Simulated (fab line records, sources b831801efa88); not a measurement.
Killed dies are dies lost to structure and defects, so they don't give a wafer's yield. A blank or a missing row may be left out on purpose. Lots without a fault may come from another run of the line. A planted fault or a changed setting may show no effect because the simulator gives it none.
fab line records | flow sky130
record lots=5 wafers=15 last_day=48
route steps=708 shown VT_ADJUST_HVTR@137 VT_ADJUST_PCH@143 SONOS_TUNNEL@154 SONOS_ONO@168
lots that met no fault: from a run of the same line without faults
start_h: hours from the record's first day to the start of the lot's first wafer shown | wait_h: hours since the lot's step before | " the same as in the row above | L1.1+2: a row that stands for several wafers | - no value, or no start given | * or withheld: withheld | < > ~ a bound
route shown NAME@n: a module of which the file shows steps, and the number in the route of the first | usual: mean/standard deviation of fault-free wafers | same: alike in all rows | chamber/n: place in a boat | sites: the reading at each site | _std_site: their standard deviation | _edge_site: outer sites' mean less inner sites' | radius_mm: how far each site lies from the wafer's centre | mask NAME#n: copy n | behind: the tool/chamber that last shaped the wafer | hold: why the lot was held/for how many hours/how that ended | device: the transistor (n, p or np) that didn't switch | end of line: the same wafers' tests at the end of the route | a step without rows: its recipe alone | killed: dies lost to structure and defects at the first sort, not the wafer's yield | map: a wafer's dies, x killed, . not, _ none there
set.NAME: the setting as run; set.NAME@STEP: as run at that earlier step | model.NAME: the simulator's own value behind a step, which no gauge read
lots at some steps of the route; a table a step, a row a wafer
services: from which hour (start_h, from the record's first day; less than 0 if before it) a tool's chamber was out of use, for how many hours, and why
## steps
# step SKY_VT_ADJUST_HVTR_DEVELOP_06
# recipe develop_time_s=60 dev_temp_c=23
# usual resist_line_temp_C=23.01/0.12
# columns lot.wafer tool chamber start_h wait_h resist_line_temp_C
L075.1 litho_track-01 0 210.54 0.1 23.24
L075.2 " 0 " " 23.15
L075.6 " 0 " " 23.12
L080.3 litho_track-03 0 260.35 0.1 22.99
L080.4 " 0 " " 22.93
L080.5 " 0 " " 22.84
L081.2 litho_track-02 0 261.10 0.1 23.00
L081.3 " 0 " " 23.00
L081.5 " 0 " " 23.03
L084.4 litho_track-02 0 278.65 0.1 22.97
L084.5 " 0 " " 23.06
L084.6 " 0 " " 22.96
L085.3 litho_track-02 0 281.78 0.1 22.96
L085.4 " 0 " " 22.93
L085.5 " 0 " " 23.04
# step SKY_VT_ADJUST_HVTR_CD_MEAS_07
# recipe target_cd_nm=380
# usual cd_nm=380.1/2.8
# columns lot.wafer tool chamber start_h wait_h cd_nm
L075.1 cd_sem-02 - 210.69 0.1 378.8
L075.2 " - " " 378.9
L075.6 " - " " 375.8
L080.3 cd_sem-02 - 260.49 0.1 382.0
L080.4 " - " " 381.3
L080.5 " - " " 383.0
L081.2 cd_sem-01 - 261.29 0.2 377.6
L081.3 " - " " 377.1
L081.5 " - " " 378.0
L084.4 cd_sem-01 - 278.79 0.1 380.6
L084.5 " - " " 376.8
L084.6 " - " " 376.8
L085.3 cd_sem-01 - 281.92 0.1 378.6
L085.4 " - " " 381.3
L085.5 " - " " 382.2
# step SKY_VT_ADJUST_HVTR_OVL_MEAS_08
# usual VT_ADJUST_HVTR_OVL=-0.8/1.4
# columns lot.wafer tool chamber start_h wait_h VT_ADJUST_HVTR_OVL[nm]
L075.1 overlay-01 - 210.81 0.1 -0.9
L075.2 " - " " -1.9
L075.6 " - " " -0.9
L080.3 overlay-02 - 260.58 0.1 0.7
L080.4 " - " " -0.2
L080.5 " - " " 0.5
L081.2 overlay-02 - 261.39 0.1 0.2
L081.3 " - " " 0.4
L081.5 " - " " -0.2
L084.4 overlay-01 - 278.87 0.1 -0.3
L084.5 " - " " -4.2
L084.6 " - " " -3.6
L085.3 overlay-01 - 282.01 0.1 0.6
L085.4 " - " " -0.2
L085.5 " - " " 1.5
# step SKY_VT_ADJUST_HVTR_IMPLANT_09
# recipe species=B energy_kev=10 dose_cm2=2.1e+12 tilt_deg=withheld
# usual beam_on_s=10.00/0.2
# columns lot.wafer tool chamber start_h wait_h beam_on_s
L075.1 implanter-01 0 210.84 0.0 10.02
L075.2 " 0 " " 10.21
L075.6 " 0 " " 9.94
L080.3 implanter-01 0 260.65 0.1 9.99
L080.4 " 0 " " 9.69
L080.5 " 0 " " 9.93
L081.2 implanter-01 0 261.45 0.0 9.85
L081.3 " 0 " " 10.18
L081.5 " 0 " " 9.80
L084.4 implanter-04 0 278.96 0.1 10.11
L084.5 " 0 " " 10.08
L084.6 " 0 " " 9.85
L085.3 implanter-03 0 282.09 0.1 9.70
L085.4 " 0 " " 9.63
L085.5 " 0 " " 10.37
# step SKY_VT_ADJUST_HVTR_STRIP_10
# recipe chemistry=O2/N2 power_w=1400 pressure_mtorr=1500 platen_temp_c=withheld o2_flow_sccm=3000 n2_flow_sccm=300 overash_fraction=0.5
# usual drypump_motor_current_A=5.6/0.46 oes_product_au=0.716/0.0042 strip_time_to_endpoint_s=14.10/0.037
# columns lot.wafer tool chamber start_h wait_h drypump_motor_current_A oes_product_au rf_hours_counter_h strip_time_to_endpoint_s
L075.1 plasma_asher-02 1 210.99 0.1 5.9 0.717 53 14.14
L075.2 " 0 " " 5.1 0.711 53 14.13
L075.6 " 0 " " 5.1 0.707 - 14.16
L080.3 plasma_asher-02 1 260.79 0.1 5.8 0.716 - 14.07
L080.4 " 0 " " 5.1 0.714 - 14.05
L080.5 " 1 " " 5.9 0.712 - 14.03
L081.2 plasma_asher-04 0 261.57 0.1 6.3 0.719 14 14.12
L081.3 " 1 " " 4.8 0.714 - 14.13
L081.5 " 0 " " 6.3 0.719 - 14.11
L084.4 plasma_asher-01 0 279.07 0.1 5.6 0.716 - 14.13
L084.5 " 0 " " 5.6 0.714 - 14.10
L084.6 " 1 " " 5.9 0.718 - 14.11
L085.3 plasma_asher-01 1 282.22 0.1 5.9 0.714 - 14.15
L085.4 " 0 " " 5.6 0.721 - 14.16
L085.5 " 1 " " 5.8 0.715 - 14.16
# step SKY_VT_ADJUST_HVTR_TW_MEAS_11
# usual VT_ADJUST_HVTR_TW=212.5/1.5
# columns lot.wafer tool chamber start_h wait_h VT_ADJUST_HVTR_TW
L075.1 film_metro-02 - 211.09 0.1 210.9
L075.2 " - " " 210.4
L075.6 " - " " 209.5
L080.3 film_metro-04 - 260.87 0.1 213.4
L080.4 " - " " 213.1
L080.5 " - " " 214.1
L081.2 film_metro-03 - 261.68 0.1 213.5
L081.3 " - " " 213.1
L081.5 " - " " 212.6
L084.4 film_metro-02 - 279.17 0.1 211.3
L084.5 " - " " 210.9
L084.6 " - " " 210.4
L085.3 film_metro-02 - 282.31 0.1 210.8
L085.4 " - " " 210.8
L085.5 " - " " 210.2
# step SKY_VT_ADJUST_PCH_DEHYDRATE_00
# recipe temp_c=200 time_s=60
# usual heater_power_total_W=160.37/0.13 resist_line_temp_C=23.00/0.1
# columns lot.wafer tool chamber start_h wait_h heater_power_total_W resist_line_temp_C
L075.1 litho_track-01 0 221.74 10.6 160.19 22.89
L075.2 " 0 " " 160.34 23.06
L075.6 " 0 " " 160.19 23.05
L080.3 litho_track-04 0 272.29 11.4 160.61 23.08
L080.4 " 0 " " 160.53 22.99
L080.5 " 0 " " 160.52 23.05
L081.2 litho_track-04 0 273.52 11.8 160.27 23.10
L081.3 " 0 " " 160.53 23.04
L081.5 " 0 " " 160.28 23.00
L084.4 litho_track-01 0 290.71 11.5 160.16 22.93
L084.5 " 0 " " 160.14 22.94
L084.6 " 0 " " 160.23 22.97
L085.3 litho_track-01 0 294.33 12.0 160.48 23.06
L085.4 " 0 " " 160.59 23.08
L085.5 " 0 " " 160.52 23.00
# step SKY_VT_ADJUST_PCH_HMDS_01
# recipe prime_time_s=60 prime_temp_c=120
# usual resist_line_temp_C=22.98/0.1
# columns lot.wafer tool chamber start_h wait_h resist_line_temp_C
L075.1 litho_track-01 0 221.89 0.1 23.01
L075.2 " 0 " " 23.00
L075.6 " 0 " " 23.07
L080.3 litho_track-04 0 272.44 0.1 22.96
L080.4 " 0 " " 22.94
L080.5 " 0 " " 22.94
L081.2 litho_track-04 0 273.67 0.1 23.16
L081.3 " 0 " " 22.90
L081.5 " 0 " " 23.13
L084.4 litho_track-01 0 290.86 0.1 23.05
L084.5 " 0 " " 22.85
L084.6 " 0 " " 22.90
L085.3 litho_track-01 0 294.48 0.1 23.08
L085.4 " 0 " " 23.05
L085.5 " 0 " " 22.92
# step SKY_VT_ADJUST_PCH_COAT_02
# recipe spin_rpm=2000 resist_thk_nm=3000
# usual resist_line_temp_C=23.01/0.1
# columns lot.wafer tool chamber start_h wait_h resist_line_temp_C
L075.1 litho_track-01 0 222.04 0.1 23.07
L075.2 " 0 " " 22.88
L075.6 " 0 " " 22.78
L080.3 litho_track-04 0 272.59 0.1 23.00
L080.4 " 0 " " 23.22
L080.5 " 0 " " 23.07
L081.2 litho_track-04 0 273.82 0.1 23.07
L081.3 " 0 " " 23.06
L081.5 " 0 " " 23.12
L084.4 litho_track-01 0 291.01 0.1 22.98
L084.5 " 0 " " 23.10
L084.6 " 0 " " 23.08
L085.3 litho_track-01 0 294.63 0.1 23.14
L085.4 " 0 " " 23.03
L085.5 " 0 " " 23.08
# step SKY_VT_ADJUST_PCH_SOFTBAKE_03
# recipe temp_c=110 time_s=withheld
# usual heater_power_total_W=65.35/0.14 resist_line_temp_C=23.00/0.089
# columns lot.wafer tool chamber start_h wait_h heater_power_total_W resist_line_temp_C
L075.1 litho_track-01 0 222.19 0.1 65.18 22.99
L075.2 " 0 " " 65.19 23.03
L075.6 " 0 " " 65.45 23.18
L080.3 litho_track-04 0 272.76 0.1 65.06 23.08
L080.4 " 0 " " 65.57 23.06
L080.5 " 0 " " 65.37 22.98
L081.2 litho_track-04 0 273.98 0.1 65.23 23.04
L081.3 " 0 " " 65.22 22.89
L081.5 " 0 " " 65.55 22.96
L084.4 litho_track-01 0 291.18 0.1 65.51 23.04
L084.5 " 0 " " 65.42 23.17
L084.6 " 0 " " 65.50 23.19
L085.3 litho_track-01 0 294.80 0.1 65.33 23.02
L085.4 " 0 " " 65.24 22.95
L085.5 " 0 " " 65.21 23.09
# step SKY_VT_ADJUST_PCH_EXPOSE_04
# recipe mask_id=NWM na=0.6 source_shape=conventional sigma_outer=0.6 polarization=unpolarized target_cd_nm=840 dose_mj=260.7
# columns lot.wafer tool chamber start_h wait_h mask
L075.1+2+6 iline_stepper-02 0 - - NWM#0
L080.3+4+5 iline_stepper-01 0 - - NWM#0
L081.2+3+5 iline_stepper-02 0 - - NWM#0
L084.4+5+6 iline_stepper-02 0 - - NWM#0
L085.3+4+5 iline_stepper-01 0 - - NWM#0
# step SKY_VT_ADJUST_PCH_PEB_05
# recipe temp_c=115 time_s=withheld
# usual heater_power_total_W=69.34/0.14 resist_line_temp_C=23.02/0.11
# columns lot.wafer tool chamber start_h wait_h heater_power_total_W resist_line_temp_C
L075.1 litho_track-03 0 - - 69.39 23.05
L075.2 " 0 " " 69.45 22.93
L075.6 " 0 " " 69.11 22.94
L080.3 litho_track-04 0 - - 69.39 23.15
L080.4 " 0 " " 69.13 23.00
L080.5 " 0 " " 69.36 22.92
L081.2 litho_track-04 0 - - 69.40 23.06
L081.3 " 0 " " 69.10 23.04
L081.5 " 0 " " 69.50 23.19
L084.4 litho_track-03 0 - - 69.17 23.00
L084.5 " 0 " " 69.33 23.03
L084.6 " 0 " " 69.47 23.11
L085.3 litho_track-03 0 - - 69.48 22.86
L085.4 " 0 " " 69.29 22.89
L085.5 " 0 " " 69.49 23.01
# step SKY_VT_ADJUST_PCH_DEVELOP_06
# recipe wall_angle_deg=90 developer=TMAH develop_time_s=60 dev_temp_c=23
# usual resist_line_temp_C=22.99/0.1
# columns lot.wafer tool chamber start_h wait_h resist_line_temp_C
L075.1 litho_track-03 0 - - 23.07
L075.2 " 0 " " 23.00
L075.6 " 0 " " 23.11
L080.3 litho_track-04 0 - - 23.12
L080.4 " 0 " " 22.94
L080.5 " 0 " " 23.03
L081.2 litho_track-04 0 - - 22.87
L081.3 " 0 " " 22.93
L081.5 " 0 " " 22.92
L084.4 litho_track-03 0 - - 22.89
L084.5 " 0 " " 22.95
L084.6 " 0 " " 22.81
L085.3 litho_track-03 0 - - 22.94
L085.4 " 0 " " 22.97
L085.5 " 0 " " 23.06
# step SKY_VT_ADJUST_PCH_OVL_MEAS_07
# usual VT_ADJUST_PCH_OVL=0.3/1.3
# columns lot.wafer tool chamber start_h wait_h VT_ADJUST_PCH_OVL[nm]
L075.1 overlay-02 - 233.40 - 3.3
L075.2 " - " " 1.3
L075.6 " - " " 3.3
L080.3 overlay-01 - 285.15 - 0.0
L080.4 " - " " 2.6
L080.5 " - " " 1.0
L081.2 overlay-01 - 286.40 - 2.2
L081.3 " - " " 0.7
L081.5 " - " " 1.2
L084.4 overlay-02 - 304.07 - -1.0
L084.5 " - " " 0.3
L084.6 " - " " 0.0
L085.3 overlay-01 - 307.81 - 0.5
L085.4 " - " " -1.3
L085.5 " - " " -2.8
# step SKY_VT_ADJUST_PCH_IMPLANT_08
# recipe species=B energy_kev=10 dose_cm2=5e+11 tilt_deg=withheld
# usual beam_on_s=9.98/0.21
# columns lot.wafer tool chamber start_h wait_h beam_on_s
L075.1 implanter-02 0 233.43 0.0 9.96
L075.2 " 0 " " 10.24
L075.6 " 0 " " 9.97
L080.3 implanter-04 0 285.23 0.1 9.89
L080.4 " 0 " " 10.01
L080.5 " 0 " " 9.71
L081.2 implanter-03 0 286.45 0.0 9.70
L081.3 " 0 " " 10.27
L081.5 " 0 " " 10.13
L084.4 implanter-04 0 304.16 0.1 9.84
L084.5 " 0 " " 9.92
L084.6 " 0 " " 10.12
L085.3 implanter-02 0 307.88 0.1 10.14
L085.4 " 0 " " 9.80
L085.5 " 0 " " 9.66
# step SKY_VT_ADJUST_PCH_STRIP_09
# recipe chemistry=O2/N2 power_w=1400 pressure_mtorr=1500 platen_temp_c=withheld o2_flow_sccm=3000 n2_flow_sccm=300 overash_fraction=0.5
# usual drypump_motor_current_A=5.9/0.39 oes_product_au=0.722/0.0045 strip_time_to_endpoint_s=36.97/0.11
# columns lot.wafer tool chamber start_h wait_h drypump_motor_current_A oes_product_au rf_hours_counter_h strip_time_to_endpoint_s
L075.1 plasma_asher-03 0 233.58 0.1 6.2 0.724 42 36.95
L075.2 " 1 " " 5.8 0.717 42 37.01
L075.6 " 1 " " 5.8 0.721 - 36.88
L080.3 plasma_asher-03 1 285.36 0.1 5.8 0.721 - 36.86
L080.4 " 0 " " 6.2 0.721 - 36.88
L080.5 " 0 " " 6.2 0.723 - 36.89
L081.2 plasma_asher-04 0 286.58 0.1 6.3 0.730 17 36.85
L081.3 " 1 " " 4.8 0.722 - 36.84
L081.5 " 1 " " 4.8 0.724 - 36.85
L084.4 plasma_asher-03 1 304.27 0.1 5.8 0.723 - 37.17
L084.5 " 1 " " 5.8 0.722 - 37.13
L084.6 " 0 " " 6.2 0.725 - 37.22
L085.3 plasma_asher-03 0 308.02 0.1 6.2 0.722 - 37.04
L085.4 " 1 " " 5.8 0.726 - 37.12
L085.5 " 0 " " 6.2 0.729 - 37.04
# step SKY_VT_ADJUST_PCH_TW_MEAS_10
# usual VT_ADJUST_PCH_TW=143.9/0.91
# columns lot.wafer tool chamber start_h wait_h VT_ADJUST_PCH_TW
L075.1 film_metro-01 - 233.68 0.1 144.6
L075.2 " - " " 144.6
L075.6 " - " " 143.1
L080.3 film_metro-03 - 285.45 0.1 145.1
L080.4 " - " " 145.1
L080.5 " - " " 144.9
L081.2 film_metro-01 - 286.69 0.1 144.4
L081.3 " - " " 143.4
L081.5 " - " " 144.6
L084.4 film_metro-01 - 304.36 0.1 144.4
L084.5 " - " " 144.3
L084.6 " - " " 144.5
L085.3 film_metro-02 - 308.10 0.1 142.9
L085.4 " - " " 142.0
L085.5 " - " " 142.5
# step SKY_SONOS_TUNNEL_DEHYDRATE_00
# recipe temp_c=200 time_s=60
# usual heater_power_total_W=160.38/0.12 resist_line_temp_C=23.02/0.1
# columns lot.wafer tool chamber start_h wait_h heater_power_total_W resist_line_temp_C
L075.1 litho_track-04 0 244.79 11.1 160.41 22.91
L075.2 " 0 " " 160.50 23.03
L075.6 " 0 " " 160.39 22.85
L080.3 litho_track-02 0 297.98 12.5 160.28 23.09
L080.4 " 0 " " 160.23 23.08
L080.5 " 0 " " 160.16 23.02
L081.2 litho_track-01 0 299.31 12.6 160.20 22.74
L081.3 " 0 " " 160.48 22.98
L081.5 " 0 " " 160.38 22.85
L084.4 litho_track-01 0 316.06 11.7 160.25 23.01
L084.5 " 0 " " 160.58 22.85
L084.6 " 0 " " 160.20 23.09
L085.3 litho_track-02 0 320.18 12.1 160.31 22.94
L085.4 " 0 " " 160.24 22.94
L085.5 " 0 " " 160.51 22.94
# step SKY_SONOS_TUNNEL_HMDS_01
# recipe prime_time_s=60 prime_temp_c=120
# usual resist_line_temp_C=23.01/0.097
# columns lot.wafer tool chamber start_h wait_h resist_line_temp_C
L075.1 litho_track-04 0 244.94 0.1 22.91
L075.2 " 0 " " 23.13
L075.6 " 0 " " 22.93
L080.3 litho_track-02 0 298.13 0.1 23.07
L080.4 " 0 " " 22.86
L080.5 " 0 " " 22.90
L081.2 litho_track-01 0 299.46 0.1 22.96
L081.3 " 0 " " 23.03
L081.5 " 0 " " 23.07
L084.4 litho_track-01 0 316.21 0.1 22.91
L084.5 " 0 " " 22.84
L084.6 " 0 " " 22.86
L085.3 litho_track-02 0 320.33 0.1 23.04
L085.4 " 0 " " 23.10
L085.5 " 0 " " 23.08
# step SKY_SONOS_TUNNEL_COAT_02
# recipe resist=NOVOLAK spin_rpm=3000 resist_thk_nm=1140
# usual resist_line_temp_C=23.00/0.11
# columns lot.wafer tool chamber start_h wait_h resist_line_temp_C
L075.1 litho_track-04 0 245.09 0.1 23.08
L075.2 " 0 " " 23.09
L075.6 " 0 " " 23.10
L080.3 litho_track-02 0 298.28 0.1 22.90
L080.4 " 0 " " 22.83
L080.5 " 0 " " 22.96
L081.2 litho_track-01 0 299.61 0.1 22.95
L081.3 " 0 " " 22.89
L081.5 " 0 " " 22.98
L084.4 litho_track-01 0 316.36 0.1 23.07
L084.5 " 0 " " 23.08
L084.6 " 0 " " 22.97
L085.3 litho_track-02 0 320.48 0.1 23.17
L085.4 " 0 " " 23.05
L085.5 " 0 " " 22.95
# step SKY_SONOS_TUNNEL_SOFTBAKE_03
# recipe temp_c=90 time_s=60 resist=NOVOLAK
# usual heater_power_total_W=56.59/0.047 resist_line_temp_C=23.01/0.1
# columns lot.wafer tool chamber start_h wait_h heater_power_total_W resist_line_temp_C
L075.1 litho_track-04 0 245.24 0.1 56.60 23.08
L075.2 " 0 " " 56.65 23.00
L075.6 " 0 " " 56.55 22.83
L080.3 litho_track-02 0 298.43 0.1 56.60 23.19
L080.4 " 0 " " 56.57 23.21
L080.5 " 0 " " 56.60 22.93
L081.2 litho_track-01 0 299.76 0.1 56.65 23.06
L081.3 " 0 " " 56.64 23.10
L081.5 " 0 " " 56.56 23.12
L084.4 litho_track-01 0 316.51 0.1 56.57 22.88
L084.5 " 0 " " 56.60 23.01
L084.6 " 0 " " 56.61 23.07
L085.3 litho_track-02 0 320.63 0.1 56.59 22.81
L085.4 " 0 " " 56.54 23.05
L085.5 " 0 " " 56.58 22.98
# step SKY_SONOS_TUNNEL_EXPOSE_04
# recipe mask_id=TUNM na=0.6 source_shape=conventional sigma_outer=0.6 polarization=unpolarized target_cd_nm=410 dose_mj=136
# columns lot.wafer tool chamber start_h wait_h mask
L075.1+2+6 iline_stepper-02 0 - - TUNM#0
L080.3+4+5 iline_stepper-02 0 - - TUNM#0
L081.2+3+5 iline_stepper-02 0 - - TUNM#0
L084.4+5+6 iline_stepper-01 0 - - TUNM#0
L085.3+4+5 iline_stepper-01 0 - - TUNM#0
# step SKY_SONOS_TUNNEL_PEB_05
# recipe temp_c=withheld time_s=* resist=NOVOLAK
# usual resist_line_temp_C=*
# columns lot.wafer tool chamber start_h wait_h resist_line_temp_C
L075.1 litho_track-01 0 - - *
L075.2 " 0 " " *
L075.6 " 0 " " *
L080.3 litho_track-01 0 - - *
L080.4 " 0 " " *
L080.5 " 0 " " *
L081.2 litho_track-02 0 - - *
L081.3 " 0 " " *
L081.5 " 0 " " *
L084.4 litho_track-02 0 - - *
L084.5 " 0 " " *
L084.6 " 0 " " *
L085.3 litho_track-02 0 - - *
L085.4 " 0 " " *
L085.5 " 0 " " *
# step SKY_SONOS_TUNNEL_DEVELOP_06
# recipe resist=NOVOLAK developer=TMAH develop_time_s=60 dev_temp_c=23
# usual resist_line_temp_C=23.01/0.11
# columns lot.wafer tool chamber start_h wait_h resist_line_temp_C
L075.1 litho_track-01 0 256.84 0.1 23.19
L075.2 " 0 " " 23.27
L075.6 " 0 " " 23.05
L080.3 litho_track-01 0 310.58 0.1 23.01
L080.4 " 0 " " 23.14
L080.5 " 0 " " 23.15
L081.2 litho_track-02 0 311.95 0.1 22.94
L081.3 " 0 " " 23.09
L081.5 " 0 " " 23.16
L084.4 litho_track-02 0 329.95 0.1 23.01
L084.5 " 0 " " 23.12
L084.6 " 0 " " 22.91
L085.3 litho_track-02 0 333.98 0.1 23.13
L085.4 " 0 " " 23.11
L085.5 " 0 " " 22.95
# step SKY_SONOS_TUNNEL_CD_MEAS_07
# recipe target_cd_nm=410
# usual cd_nm=409.6/2.3
# columns lot.wafer tool chamber start_h wait_h cd_nm
L075.1 cd_sem-01 - 257.02 0.2 407.4
L075.2 " - " " 407.9
L075.6 " - " " 410.2
L080.3 cd_sem-01 - 310.72 0.1 410.5
L080.4 " - " " 412.1
L080.5 " - " " 411.7
L081.2 cd_sem-01 - 312.10 0.1 413.9
L081.3 " - " " 412.6
L081.5 " - " " 410.5
L084.4 cd_sem-01 - 330.09 0.1 409.3
L084.5 " - " " 407.3
L084.6 " - " " 408.3
L085.3 cd_sem-01 - 334.12 0.1 410.0
L085.4 " - " " 410.9
L085.5 " - " " 409.0
# step SKY_SONOS_TUNNEL_OVL_MEAS_08
# usual SONOS_TUNNEL_OVL=0.0/1.4
# columns lot.wafer tool chamber start_h wait_h SONOS_TUNNEL_OVL[nm]
L075.1 overlay-01 - 257.14 0.1 -0.8
L075.2 " - " " 0.3
L075.6 " - " " -0.9
L080.3 overlay-01 - 310.82 0.1 -1.4
L080.4 " - " " 1.1
L080.5 " - " " 2.5
L081.2 overlay-01 - 312.20 0.1 0.5
L081.3 " - " " -1.5
L081.5 " - " " -1.6
L084.4 overlay-01 - 330.17 0.1 2.2
L084.5 " - " " -1.2
L084.6 " - " " -0.8
L085.3 overlay-02 - 334.21 0.1 -1.3
L085.4 " - " " -1.7
L085.5 " - " " -0.5
# step SKY_SONOS_TUNNEL_IMPLANT_09
# recipe species=B energy_kev=20 dose_cm2=1e+12 tilt_deg=withheld
# usual beam_on_s=9.98/0.21
# columns lot.wafer tool chamber start_h wait_h beam_on_s
L075.1 implanter-04 0 257.17 0.0 9.94
L075.2 " 0 " " 10.29
L075.6 " 0 " " 9.75
L080.3 implanter-04 0 310.89 0.1 10.43
L080.4 " 0 " " 9.91
L080.5 " 0 " " 9.82
L081.2 implanter-01 0 312.26 0.0 9.94
L081.3 " 0 " " 9.79
L081.5 " 0 " " 10.05
L084.4 implanter-01 0 330.26 0.1 9.49
L084.5 " 0 " " 9.73
L084.6 " 0 " " 10.04
L085.3 implanter-02 0 334.28 0.1 9.75
L085.4 " 0 " " 9.95
L085.5 " 0 " " 9.93
# step SKY_SONOS_TUNNEL_WET_ETCH_10
# recipe chemistry=dHF target_depth_nm=14 target=SiO2 dilution=100:1 temp_c=25 time_s=280
# columns lot.wafer tool chamber start_h wait_h
L075.1+2+6 wet_bench-03 0 257.32 0.1
L080.3+4+5 wet_bench-03 2 310.99 0.1
L081.2+3+5 wet_bench-03 0 312.38 0.1
L084.4+5+6 wet_bench-02 0 330.33 0.1
L085.3+4+5 wet_bench-03 3 334.38 0.1
# step SKY_SONOS_TUNNEL_STRIP_11
# recipe chemistry=SPM time_s=600 temp_c=130
# columns lot.wafer tool chamber start_h wait_h
L075.1+2+6 wet_bench-04 1 257.41 0.0
L080.3+4+5 wet_bench-02 1 311.08 0.0
L081.2+3+5 wet_bench-04 2 312.47 0.0
L084.4+5+6 wet_bench-04 2 330.42 0.0
L085.3+4+5 wet_bench-04 1 334.47 0.0
# step SKY_SONOS_TUNNEL_TW_MEAS_12
# usual SONOS_TUNNEL_TW=199.2/1.2
# columns lot.wafer tool chamber start_h wait_h SONOS_TUNNEL_TW
L075.1 film_metro-01 - 257.61 0.0 199.0
L075.2 " - " " 198.1
L075.6 " - " " 199.5
L080.3 film_metro-01 - 311.27 0.0 199.3
L080.4 " - " " 200.4
L080.5 " - " " 199.5
L081.2 film_metro-02 - 312.67 0.0 198.8
L081.3 " - " " 196.6
L081.5 " - " " 198.0
L084.4 film_metro-04 - 330.63 0.0 200.2
L084.5 " - " " 200.7
L084.6 " - " " 200.9
L085.3 film_metro-04 - 334.67 0.0 200.7
L085.4 " - " " 201.2
L085.5 " - " " 200.2
# step SKY_SONOS_TUNNEL_CLEAN_13
# recipe chemistry=dHF time_s=20 dilution=100:1 dry=ipa_marangoni
# columns lot.wafer tool chamber start_h wait_h
L075.1+2+6 wet_bench-02 0 257.67 0.1
L080.3+4+5 wet_bench-04 1 311.31 0.0
L081.2+3+5 wet_bench-02 3 312.72 0.0
L084.4+5+6 wet_bench-03 0 330.66 0.0
L085.3+4+5 wet_bench-03 2 334.71 0.0
# step SKY_SONOS_ONO_OXIDATION_00
# recipe temp_c=800 ambient=O2 idle_temp_c=700 ramp_up_c_per_min=10 ramp_down_c_per_min=3 stabilise_s=600 purge_s=300 target_thk_a=26 ox_time_s=1249
# usual spike_tc_bottom_C=816.9/2.3
# columns lot.wafer tool chamber start_h wait_h spike_tc_bottom_C
L075.1 furnace-01 0 258.50 0.8 815.3
L075.2 " 0 " " 814.8
L075.6 " 0 " " 814.0
L080.3 furnace-01 0 311.63 0.3 814.1
L080.4 " 0 " " 815.2
L080.5 " 0 " " 815.5
L081.2 furnace-01 0 312.98 0.2 816.5
L081.3 " 0 " " 814.0
L081.5 " 0 " " 815.1
L084.4 furnace-02 0 331.63 1.0 819.6
L084.5 " 0 " " 819.3
L084.6 " 0 " " 819.7
L085.3 furnace-02 0 334.72 0.0 819.3
L085.4 " 0 " " 819.9
L085.5 " 0 " " 819.6
# step SKY_SONOS_ONO_THK_MEAS_01
# recipe reads=SiO2_of_SONOS_ONO_OXIDATION_00
# usual SONOS_ONO_OXIDATION_THK=2.58/0.049
# columns lot.wafer tool chamber start_h wait_h SONOS_ONO_OXIDATION_THK[nm]
L075.1 film_metro-01 - 259.86 0.0 2.56
L075.2 " - " " 2.61
L075.6 " - " " 2.61
L080.3 film_metro-03 - 313.00 0.0 2.60
L080.4 " - " " 2.63
L080.5 " - " " 2.61
L081.2 film_metro-01 - 314.34 0.0 2.62
L081.3 " - " " 2.56
L081.5 " - " " 2.66
L084.4 film_metro-01 - 333.01 0.0 2.63
L084.5 " - " " 2.57
L084.6 " - " " 2.58
L085.3 film_metro-03 - 336.09 0.0 2.56
L085.4 " - " " 2.60
L085.5 " - " " 2.62
# step SKY_SONOS_ONO_CVD_02
# recipe material=Si3N4 precursor=DCS/NH3 target_thk_nm=10.5 temp_c=770 time_s=184.5 pressure_mtorr=250
# usual spike_tc_bottom_C=786.8/1.1
# columns lot.wafer tool chamber start_h wait_h spike_tc_bottom_C
L075.1 lpcvd-02 1 259.92 0.1 788.0
L075.2 " 1 " " 788.2
L075.6 " 1 " " 788.6
L080.3 lpcvd-02 1 313.48 0.5 787.1
L080.4 " 1 " " 786.8
L080.5 " 1 " " 785.8
L081.2 lpcvd-02 1 314.53 0.2 788.5
L081.3 " 1 " " 785.2
L081.5 " 1 " " 787.6
L084.4 lpcvd-02 1 333.48 0.5 785.9
L084.5 " 1 " " 785.9
L084.6 " 1 " " 787.6
L085.3 lpcvd-02 0 336.13 0.0 786.9
L085.4 " 0 " " 786.4
L085.5 " 0 " " 787.0
# step SKY_SONOS_ONO_THK_MEAS_03
# recipe reads=Si3N4_of_SONOS_ONO_CVD_02
# usual SONOS_ONO_CVD_02_THK=10.75/0.13
# columns lot.wafer tool chamber start_h wait_h SONOS_ONO_CVD_02_THK[nm]
L075.1 film_metro-01 - 260.97 0.0 10.86
L075.2 " - " " 10.91
L075.6 " - " " 10.87
L080.3 film_metro-04 - 314.55 0.0 10.84
L080.4 " - " " 10.88
L080.5 " - " " 10.88
L081.2 film_metro-03 - 315.59 0.0 10.97
L081.3 " - " " 10.97
L081.5 " - " " 10.98
L084.4 film_metro-01 - 334.56 0.0 10.73
L084.5 " - " " 10.73
L084.6 " - " " 10.69
L085.3 film_metro-03 - 337.20 0.0 10.66
L085.4 " - " " 10.68
L085.5 " - " " 10.71
# step SKY_SONOS_ONO_CVD_04
# recipe material=SiO2 precursor=SiH4/N2O target_thk_nm=5.7199 temp_c=900 pressure_mtorr=400
# usual spike_tc_bottom_C=917/4.4
# columns lot.wafer tool chamber start_h wait_h spike_tc_bottom_C
L075.1 lpcvd-03 0 261.03 0.1 915
L075.2 " 0 " " 914
L075.6 " 0 " " 914
L080.3 lpcvd-03 0 314.59 0.0 915
L080.4 " 0 " " 914
L080.5 " 0 " " 913
L081.2 lpcvd-03 0 316.46 0.9 914
L081.3 " 0 " " 914
L081.5 " 0 " " 914
L084.4 lpcvd-03 0 334.59 0.0 914
L084.5 " 0 " " 913
L084.6 " 0 " " 911
L085.3 lpcvd-03 0 337.24 0.0 913
L085.4 " 0 " " 914
L085.5 " 0 " " 915
## services
# columns tool chamber start_h hours kind
iline_stepper-01 - 202.09 1.7 pm
plasma_asher-01 - 202.18 2.8 pm
lpcvd-02 - 226.09 2.2 repair
plasma_asher-01 - 234.53 14.6 pm
furnace-02 - 267.88 3.3 pm
implanter-02 - 286.68 3.6 pm
plasma_asher-03 - 290.01 0.7 repair
iline_stepper-02 - 291.57 1.7 pm
furnace-01 - 293.31 3.1 pm
wet_bench-02 - 297.24 1.9 repair
iline_stepper-01 - 301.47 3.9 repair
iline_stepper-01 - 305.61 5.9 repair
## key
fault none
